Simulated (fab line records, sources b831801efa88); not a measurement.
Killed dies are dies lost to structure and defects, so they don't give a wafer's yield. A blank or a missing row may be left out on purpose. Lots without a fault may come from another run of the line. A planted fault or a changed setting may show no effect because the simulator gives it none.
Which tool did it? | flow sky130 | 12 lots, 36 wafers sampled, at 4 steps of a route of 708

WHAT THE GAUGES READ, wafer by wafer
SKY_LI_CONTACT_THK_MEAS_01. Usual: LI_CONTACT_HDPCVD_THK 930 nm, standard deviation 10.
lot  | measured     | on            | LI_CONTACT_HDPCVD_THK (nm) | flag
L780 | day 29 13:49 | film_metro-04 | 929 935 929                |
L782 | day 30 13:05 | film_metro-03 | 932 943 927                |
L783 | day 30 14:22 | film_metro-03 | 920 903 917                |
L785 | day 31 00:48 | film_metro-03 | 930 934 928                |
L788 | day 32 09:09 | film_metro-04 | 947 947 943                |
L790 | day 33 07:16 | film_metro-04 | 927 917 925                |
L792 | day 33 11:25 | film_metro-01 | 929 930 924                |
L793 | day 33 14:49 | film_metro-01 | 923 920 926                |
L794 | day 33 18:40 | film_metro-04 | 944 943 931                |
L797 | day 35 02:20 | film_metro-04 | 922 930 918                |
L798 | day 35 06:37 | film_metro-03 | 939 942 944                |
L799 | day 35 07:19 | film_metro-01 | 920 940 923                |

SKY_LOCAL_INTERCONNECT_THK_MEAS_02: measures by xrf. Usual: LOCAL_INTERCONNECT_TIN_THK 105.5 nm, standard deviation 1.2.
lot  | measured     | on            | LOCAL_INTERCONNECT_TIN_THK (nm) | flag
L780 | day 30 14:58 | film_metro-01 | 105.3 105.2 106.3               |
L785 | day 32 05:22 | film_metro-03 | 105.0 106.3 103.9               |
L788 | day 33 12:43 | film_metro-01 | 104.2 104.6 104.2               |
L790 | day 34 11:29 | film_metro-01 | 104.3 105.3 106.0               |
L792 | day 34 15:58 | film_metro-03 | 105.6 104.9 105.0               |
L793 | day 34 19:30 | film_metro-01 | 105.7 106.1 104.3               |
L794 | day 34 22:47 | film_metro-01 | 106.2 107.8 105.6               |
L797 | day 36 06:50 | film_metro-03 | 105.0 105.4 105.1               |
L798 | day 36 10:20 | film_metro-02 | 105.1 104.5 104.8               |
L799 | day 36 11:37 | film_metro-01 | 105.8 105.5 105.8               |

WHICH TOOL RAN EACH LOT (tool, then ch and the chambers of the sampled wafers, then the start)
lot  | SKY_LI_CONTACT_ETCH_15             | SKY_LI_CONTACT_STRIP_16
L780 | rie_diel-03 ch 0,1,3, day 30 12:11 | plasma_asher-01 ch 0,1, day 30 12:16
L782 | rie_diel-04 ch 1,2,3, day 31 14:16 | plasma_asher-03 ch 0,1, day 31 14:21
L783 | rie_diel-04 ch 0,1,2, day 31 19:07 | plasma_asher-04 ch 0, day 31 19:12
L785 | rie_diel-04 ch 0,2,3, day 32 04:01 | plasma_asher-03 ch 0,1, day 32 04:06
L788 | rie_diel-03 ch 1,2,3, day 33 11:22 | plasma_asher-04 ch 0,1, day 33 11:29
L790 | rie_diel-01 ch 0,2,3, day 34 10:10 | plasma_asher-03 ch 0,1, day 34 10:15
L792 | rie_diel-03 ch 1,2,3, day 34 14:40 | plasma_asher-03 ch 0,1, day 34 14:45
L793 | rie_diel-04 ch 0,1, day 34 18:10   | plasma_asher-01 ch 0,1, day 34 18:17
L794 | rie_diel-03 ch 0,2,3, day 34 21:29 | plasma_asher-03 ch 0,1, day 34 21:34
L797 | rie_diel-04 ch 0,1, day 36 05:32   | plasma_asher-04 ch 0,1, day 36 05:37
L798 | rie_diel-01 ch 2,3, day 36 09:02   | plasma_asher-04 ch 0,1, day 36 09:07
L799 | rie_diel-01 ch 0,2, day 36 10:17   | plasma_asher-04 ch 0,1, day 36 10:22
- SKY_LI_CONTACT_ETCH_15: etches PSG in C4F8/O2/Ar, stops on Si, target depth 600 nm.
- SKY_LI_CONTACT_STRIP_16: strips in O2/N2.

WHAT THE TOOLS THEMSELVES READ (means of the sampled wafers that have a number; where no wafer has one, the mark that the record gives instead)
SKY_LI_CONTACT_ETCH_15. Usual: bias_w 1200 W, standard deviation 3.5; chamber_pressure_mTorr 40.00 mTorr, standard deviation 0.037; oes_product_au 0.837 a.u., standard deviation 0.0051; rf_fwd_power_W 1493 W, standard deviation 4.4.
lot  | tool        | bias_w (W) | chamber_pressure_mTorr (mTorr) | oes_product_au (a.u.) | rf_fwd_power_W (W) | flag
L780 | rie_diel-03 | 1202       | 39.99                          | 0.842                 | 1495               |
L782 | rie_diel-04 | -          | -                              | -                     | -                  | OFF
L783 | rie_diel-04 | -          | -                              | -                     | -                  | OFF
L785 | rie_diel-04 | 1198       | 40.01                          | 0.840                 | 1495               |
L788 | rie_diel-03 | 1201       | 39.99                          | 0.833                 | 1489               |
L790 | rie_diel-01 | 1198       | 40.00                          | 0.832                 | 1490               |
L792 | rie_diel-03 | 1198       | 39.99                          | 0.837                 | 1491               |
L793 | rie_diel-04 | 1201       | 40.02                          | 0.839                 | 1497               |
L794 | rie_diel-03 | 1202       | 39.99                          | 0.840                 | 1495               |
L797 | rie_diel-04 | 1201       | 39.97                          | 0.838                 | 1498               |
L798 | rie_diel-01 | 1198       | 40.01                          | 0.838                 | 1485               |
L799 | rie_diel-01 | 1198       | 39.97                          | 0.830                 | 1489               |

SKY_LI_CONTACT_STRIP_16. Usual: chamber_pressure_mTorr 1499.9 mTorr, standard deviation 1.4; drypump_motor_current_A 5.4 A, standard deviation 0.37; o2_flow_sccm 2999 sccm, standard deviation 8.2; oes_product_au 0.376 a.u., standard deviation 0.0047; strip_time_to_endpoint_s 3.50 s, standard deviation 0.044.
lot  | tool            | chamber_pressure_mTorr (mTorr) | drypump_motor_current_A (A) | o2_flow_sccm (sccm) | oes_product_au (a.u.) | strip_time_to_endpoint_s (s) | flag
L780 | plasma_asher-01 | 1499.2                         | 5.2                         | 2992                | 0.375                 | 3.48                         |
L782 | plasma_asher-03 | 1499.5                         | 5.6                         | 2990                | 0.446                 | 5.22                         | OFF
L783 | plasma_asher-04 | 1500.6                         | 5.6                         | 2999                | 0.451                 | 5.19                         | OFF
L785 | plasma_asher-03 | 1500.6                         | 5.3                         | 2997                | 0.381                 | 3.53                         |
L788 | plasma_asher-04 | 1499.9                         | 5.3                         | 3000                | 0.377                 | 3.52                         |
L790 | plasma_asher-03 | 1500.5                         | 5.3                         | 3002                | 0.374                 | 3.45                         |
L792 | plasma_asher-03 | 1499.7                         | 5.3                         | 3002                | 0.376                 | 3.52                         |
L793 | plasma_asher-01 | 1500.3                         | 5.1                         | 3000                | 0.373                 | 3.47                         |
L794 | plasma_asher-03 | 1500.1                         | 5.6                         | 2999                | 0.374                 | 3.50                         |
L797 | plasma_asher-04 | 1499.7                         | 5.3                         | 2993                | 0.374                 | 3.50                         |
L798 | plasma_asher-04 | 1498.9                         | 5.3                         | 3002                | 0.374                 | 3.50                         |
L799 | plasma_asher-04 | 1499.4                         | 5.5                         | 3005                | 0.375                 | 3.47                         |

THE ANSWER, worked out from the rows above alone
Rule: a lot is off if the mean of its wafers that have a number lies more than 3 standard deviations from the usual mean. A lot without any number at a reading at which 4 lots or more have one is off too. The other lots that the step has rows for count as sound. The gauges are gone through in route order, then the tools' own readings, and for those a lot's mean is taken as printed above. The first step at which some lot is off is used, and at that step the reading that is off furthest; a lot without a number counts as furthest.
Off: L782, L783, at SKY_LI_CONTACT_ETCH_15 (bias_w). Without a number there: L782, L783.
A tool fits if, at that step or a process step before it, it ran every lot that is off, and no sound lot after the first of them. None of those tried fits.

WHAT THE SIMULATOR HAD PUT IN
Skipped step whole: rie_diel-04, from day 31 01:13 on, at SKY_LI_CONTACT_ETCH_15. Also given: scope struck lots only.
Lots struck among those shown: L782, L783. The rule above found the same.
